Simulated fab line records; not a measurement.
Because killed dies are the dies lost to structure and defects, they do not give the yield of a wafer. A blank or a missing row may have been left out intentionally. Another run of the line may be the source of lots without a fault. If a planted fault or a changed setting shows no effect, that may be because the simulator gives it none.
Commonality check across tools    flow sky130    Sample size 15 lots and 45 wafers

== WHY THIS WAS OPENED ==
SKY_RES_XHIGH_TW_MEAS_09, reading RES_XHIGH_TW: flagged on 3 of 15 lots. Fault-free wafers read 1644, with a standard deviation of 15.
Rule: a lot is flagged when every wafer of it that has a number lies more than 4 standard deviations from that mean, or none has a number. As for the other lots, they are considered sound.

lot   measured      on             RES_XHIGH_TW, wafer by wafer  flag
L320  day 26 19:37  film metro-03  1665 1667 1662                
L323  day 28 03:33  film metro-02  1628 1627 1625                
L324  day 28 07:23  film metro-02  1628 1629 1634                
L328  day 29 21:26  film metro-02  1628 1622 1627                
L331  day 30 23:42  film metro-03  1665 1660 1667                
L332  day 31 15:23  film metro-02  2852 2861 2889                FLAGGED
L334  day 31 22:02  film metro-02  2861 2877 2876                FLAGGED
L333  day 31 22:47  film metro-04  2884 2905 2887                FLAGGED
L335  day 32 04:53  film metro-04  1644 1640 1650                
L337  day 33 02:26  film metro-02  1630 1621 1625                
L338  day 33 07:02  film metro-04  1641 1637 1637                
L339  day 33 13:32  film metro-04  1641 1629 1634                
L340  day 33 20:46  film metro-04  1638 1629 1639                
L341  day 34 04:47  film metro-03  1654 1661 1660                
L342  day 34 17:32  film metro-03  1671 1660 1653                
On average the flagged lots' numbers are 2877, which is +1233 against the usual, or +82 standard deviations.

== WHICH TOOL RAN EACH LOT ==
The record holds 1 process step before the reading, out of a route of 708 steps. Cell contents, in order: the tool; ch with the chambers the sampled wafers went through; the start.
lot   flag     SKY_SD_P_COAT_02
L320           litho track-04 ch 0, day 24 22:59
L323           litho track-03 ch 0, day 26 07:40
L324           litho track-03 ch 0, day 26 11:16
L328           litho track-03 ch 0, day 28 01:29
L331           litho track-03 ch 0, day 29 04:25
L332  FLAGGED  litho track-03, day 29 20:37
L334  FLAGGED  litho track-01, day 30 03:39
L333  FLAGGED  litho track-04, day 30 04:41
L335           litho track-03 ch 0, day 30 10:05
L337           litho track-01 ch 0, day 31 09:36
L338           litho track-01 ch 0, day 31 13:17
L339           litho track-04 ch 0, day 31 20:41
L340           litho track-01 ch 0, day 32 04:38
L341           litho track-01 ch 0, day 32 12:17
L342           litho track-04 ch 0, day 33 00:41
What the steps here do:
- SKY_SD_P_COAT_02: resist thk 1140 nm.
- SKY_RES_XHIGH_TW_MEAS_09

== FLAGGED OVER TOTAL, TOOL BY TOOL (the gauges that took the reading come last) ==
step                      tool            lots run  flagged  share of the flagged lots  sound lots run after its first flagged lot
SKY_SD_P_COAT_02          litho track-01  5         1        some                       4 (L337,L338,L340,L341)
SKY_SD_P_COAT_02          litho track-03  6         1        some                       1 (L335)
SKY_SD_P_COAT_02          litho track-04  4         1        some                       2 (L339,L342)
SKY_RES_XHIGH_TW_MEAS_09  film metro-02   6         2        some                       1 (L337)
SKY_RES_XHIGH_TW_MEAS_09  film metro-03   4         0        none                       -
SKY_RES_XHIGH_TW_MEAS_09  film metro-04   5         1        some                       4 (L335,L338,L339,L340)

== WHAT THE TABLE PERMITS ==
No row of the table ran every flagged lot.

== WHAT THE SIMULATOR HAD INSERTED ==
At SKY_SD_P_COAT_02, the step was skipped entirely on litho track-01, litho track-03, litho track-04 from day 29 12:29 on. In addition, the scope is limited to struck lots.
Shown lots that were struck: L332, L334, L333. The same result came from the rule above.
